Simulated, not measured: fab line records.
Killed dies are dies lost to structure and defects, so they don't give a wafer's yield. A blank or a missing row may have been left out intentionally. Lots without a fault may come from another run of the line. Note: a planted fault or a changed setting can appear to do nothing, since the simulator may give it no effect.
Problem report, 8D (eight disciplines) form, completed by code || flow gf180mcu || the parts of the form that need people (team, actions taken, sign-off) are left out

## 1. WHAT IS WRONG
spin_speed_rpm at GF_DNWELL_COAT_02 reads a mean of 2031.7 rpm on 6 wafers of 2 lots; wafers without a fault read 1999.7 rpm with a standard deviation of 1.2. Relative to the usual mean, that is a shift of +27 standard deviations.
The step: resist thk 3000 nm.
Seen first at day 6 00:22 on litho_track-02, wafer L698.1. At this step, 18 wafers from 6 lots have a number in the record. Rule for "out" (also "out of limits"): further than 4 standard deviations from the usual mean. The other wafers with a number count as sound.

## 2. WHAT IT IS AND WHAT IT IS NOT
{"question": "which readings at this step", "is": "spin_speed_rpm", "is not": "chill_plate_temp_C, dispense_pressure_kPa"}
{"question": "which lots", "is": "L698, L699", "is not": "L684, L685, L703, L705"}
{"question": "which wafers of those lots", "is": "all that have a number", "is not": "-"}
{"question": "read on which tools", "is": "litho_track-02", "is not": "litho_track-03"}
{"question": "when", "is": "from day 6 00:22", "is not": "up to then (6 sound wafers); but 6 sound wafers of L703, L705 came after"}

## 3. SUSPECTS, AND WHAT RULES EACH OUT
Counting: a tool at any process step up to the reading remains a suspect when it ran all the lots that are out and ran no sound lot after the first of those.
- cmp-01 at GF_STI_CMP_25 (polishes, stops on Si3N4, t overpolish 33 s, target thk 524.6 nm): ruled out as a lasting fault. The sound lots L705 went through it after L698, its earliest lot that is out (day 5 14:44).
- litho_track-02 at GF_DNWELL_COAT_02 (resist thk 3000 nm): kept. It ran every lot that is out, first L698 (day 6 00:22), and no sound lot after that; its last sound lot up to then is L684 (day 3 01:45). On those wafers its own readings are out: spin_speed_rpm.
After counting, what remains is litho_track-02 at GF_DNWELL_COAT_02.

## 4. THE CAUSE (what the simulator had put in)
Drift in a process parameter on litho_track-02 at GF_DNWELL_COAT_02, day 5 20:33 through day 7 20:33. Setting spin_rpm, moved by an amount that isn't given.
Counting left only this tool.

## 5. THE EFFECT CHAIN, in route order
Each row: a reading where the mean over the struck wafers with a number is more than 3 standard deviations away from the usual. Only readings whose record carries a usual standard deviation are examined. hours: median over the lots of the time between each lot's start at the first step of this table that gives one and its start at this step. sigmas: the change, counted in usual standard deviations.
{"hours": 0, "step": "GF_DNWELL_COAT_02", "reading": "spin_speed_rpm", "usual": "1999.7 rpm", "on struck wafers": 2031.7, "change": "+32.0", "sigmas": "+27"}
Its process steps:
- GF_DNWELL_COAT_02: resist thk 3000 nm.

## 6. WHAT WOULD HAVE CAUGHT IT SOONER
In this record the first reading out of limits was taken at day 6 00:22, 4 hours after the fault began at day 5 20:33.
